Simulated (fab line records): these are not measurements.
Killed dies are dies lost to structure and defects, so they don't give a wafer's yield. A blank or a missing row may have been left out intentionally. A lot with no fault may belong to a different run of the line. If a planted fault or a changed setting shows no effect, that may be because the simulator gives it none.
Commonality check across tools :: flow gf180mcu :: Lots sampled 12, wafers sampled 36

## WHY IT WAS OPENED
GF_HV_LDD_TW_MEAS_38, reading HV_LDD_3_TW: flagged on 2 of 12 lots. Wafers without a fault read 1448, standard deviation 7.8.
Rule: flag the lot when none of its wafers has a number, or when each of its wafers that has one lies beyond 4 standard deviations from that mean. As for the other lots, they are considered sound.

lot: L791
measured: day 11 10:28
on: film metro-04
HV_LDD_3_TW, wafer by wafer: 1436 1442 1441
flag: 

lot: L792
measured: day 11 16:45
on: film metro-04
HV_LDD_3_TW, wafer by wafer: 1445 1448 1439
flag: 

lot: L793
measured: day 12 04:43
on: film metro-02
HV_LDD_3_TW, wafer by wafer: 1445 1444 1449
flag: 

lot: L794
measured: day 12 12:28
on: film metro-04
HV_LDD_3_TW, wafer by wafer: 1449 1451 1454
flag: 

lot: L795
measured: day 12 18:49
on: film metro-04
HV_LDD_3_TW, wafer by wafer: 1446 1453 1443
flag: 

lot: L802
measured: day 15 04:11
on: film metro-02
HV_LDD_3_TW, wafer by wafer: 1361 1371 1372
flag: FLAGGED

lot: L804
measured: day 15 19:28
on: film metro-03
HV_LDD_3_TW, wafer by wafer: 1392 1391 1393
flag: FLAGGED

lot: L807
measured: day 17 01:33
on: film metro-03
HV_LDD_3_TW, wafer by wafer: 1454 1453 1458
flag: 

lot: L810
measured: day 17 23:48
on: film metro-03
HV_LDD_3_TW, wafer by wafer: 1453 1454 1454
flag: 

lot: L812
measured: day 18 19:28
on: film metro-04
HV_LDD_3_TW, wafer by wafer: 1451 1449 1444
flag: 

lot: L813
measured: day 18 22:04
on: film metro-03
HV_LDD_3_TW, wafer by wafer: 1450 1449 1451
flag: 

lot: L814
measured: day 19 01:39
on: film metro-03
HV_LDD_3_TW, wafer by wafer: 1449 1449 1455
flag: 
Average over the flagged lots: 1380; offset from the usual -68, equal to -9 standard deviations.

## WHICH TOOL RAN EACH LOT
Before the reading, the record contains 2 process steps out of a 602-step route. Each cell gives the tool, then ch followed by the chambers the sampled wafers passed through, then the start.
lot: L791
flag: 
GF_STI_ETCH_13: rie diel-03 ch 1,2,3, day 2 01:32
GF_HV_LDD_IMPLANT_36: implanter-01 ch 0, day 11 10:13

lot: L792
flag: 
GF_STI_ETCH_13: rie diel-03 ch 0,1,2, day 2 06:17
GF_HV_LDD_IMPLANT_36: implanter-02 ch 0, day 11 16:33

lot: L793
flag: 
GF_STI_ETCH_13: rie diel-02 ch 0,1,2, day 2 11:38
GF_HV_LDD_IMPLANT_36: implanter-01 ch 0, day 12 04:28

lot: L794
flag: 
GF_STI_ETCH_13: rie diel-02 ch 1,2,3, day 2 18:12
GF_HV_LDD_IMPLANT_36: implanter-04 ch 0, day 12 12:13

lot: L795
flag: 
GF_STI_ETCH_13: rie diel-01 ch 0,3, day 2 21:28
GF_HV_LDD_IMPLANT_36: implanter-01 ch 0, day 12 18:35

lot: L802
flag: FLAGGED
GF_STI_ETCH_13: rie diel-03 ch 1,2,3, day 4 10:34
GF_HV_LDD_IMPLANT_36: implanter-04 ch 0, day 15 03:59

lot: L804
flag: FLAGGED
GF_STI_ETCH_13: rie diel-02 ch 1,2,3, day 4 22:38
GF_HV_LDD_IMPLANT_36: implanter-04 ch 0, day 15 19:13

lot: L807
flag: 
GF_STI_ETCH_13: rie diel-01 ch 0,2,3, day 5 14:33
GF_HV_LDD_IMPLANT_36: implanter-01 ch 0, day 17 01:18

lot: L810
flag: 
GF_STI_ETCH_13: rie diel-01 ch 0,3, day 6 02:19
GF_HV_LDD_IMPLANT_36: implanter-01 ch 0, day 17 23:33

lot: L812
flag: 
GF_STI_ETCH_13: rie diel-01 ch 0,1, day 6 16:16
GF_HV_LDD_IMPLANT_36: implanter-01 ch 0, day 18 19:13

lot: L813
flag: 
GF_STI_ETCH_13: rie diel-03 ch 0,2, day 6 19:34
GF_HV_LDD_IMPLANT_36: implanter-01 ch 0, day 18 21:50

lot: L814
flag: 
GF_STI_ETCH_13: rie diel-01 ch 1,2,3, day 7 00:23
GF_HV_LDD_IMPLANT_36: implanter-01 ch 0, day 19 01:24
What these steps do:
- GF_STI_ETCH_13: etches the open film in CHF3/O2, stops on Si, target depth 282.31 nm, time 112.9 s.
- GF_HV_LDD_IMPLANT_36
- GF_HV_LDD_TW_MEAS_38

## FLAGGED AGAINST TOTAL, ONE TOOL AT A TIME (gauges that did the reading follow at the end)
step: GF_STI_ETCH_13
tool: rie diel-01
lots run: 5
flagged: 0
share of the flagged lots: none
sound lots run after its first flagged lot: -

step: GF_STI_ETCH_13
tool: rie diel-02
lots run: 3
flagged: 1
share of the flagged lots: some
sound lots run after its first flagged lot: 0

step: GF_STI_ETCH_13
tool: rie diel-03
lots run: 4
flagged: 1
share of the flagged lots: some
sound lots run after its first flagged lot: 1 (L813)

step: GF_HV_LDD_IMPLANT_36
tool: implanter-01
lots run: 8
flagged: 0
share of the flagged lots: none
sound lots run after its first flagged lot: -

step: GF_HV_LDD_IMPLANT_36
tool: implanter-02
lots run: 1
flagged: 0
share of the flagged lots: none
sound lots run after its first flagged lot: -

step: GF_HV_LDD_IMPLANT_36
tool: implanter-04
lots run: 3
flagged: 2
share of the flagged lots: all
sound lots run after its first flagged lot: 0

step: GF_HV_LDD_TW_MEAS_38
tool: film metro-02
lots run: 2
flagged: 1
share of the flagged lots: some
sound lots run after its first flagged lot: 0

step: GF_HV_LDD_TW_MEAS_38
tool: film metro-03
lots run: 5
flagged: 1
share of the flagged lots: some
sound lots run after its first flagged lot: 4 (L807,L810,L813,L814)

step: GF_HV_LDD_TW_MEAS_38
tool: film metro-04
lots run: 5
flagged: 0
share of the flagged lots: none
sound lots run after its first flagged lot: -

## THE TABLE: WHAT IT ALLOWS
1 row of the table ran every flagged lot: implanter-04 at GF_HV_LDD_IMPLANT_36.
- implanter-04 at GF_HV_LDD_IMPLANT_36 ran 3 lots, 2 of them flagged. Last sound lot L794 at day 12 12:13, first flagged lot L802 at day 15 03:59; a fault beginning in between fits. Its own readings (dose ions cm2, faraday current uA) fall more than 4 standard deviations out on all wafers of the flagged lots.
What remains is a single tool, implanter-04 at GF_HV_LDD_IMPLANT_36.

## WHAT HAD BEEN PUT IN BY THE SIMULATOR
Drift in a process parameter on implanter-04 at GF_HV_LDD_IMPLANT_36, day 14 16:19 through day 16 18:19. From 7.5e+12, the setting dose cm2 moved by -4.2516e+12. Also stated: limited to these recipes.
Struck lots among those shown: L802, L804. The rule above found the same.
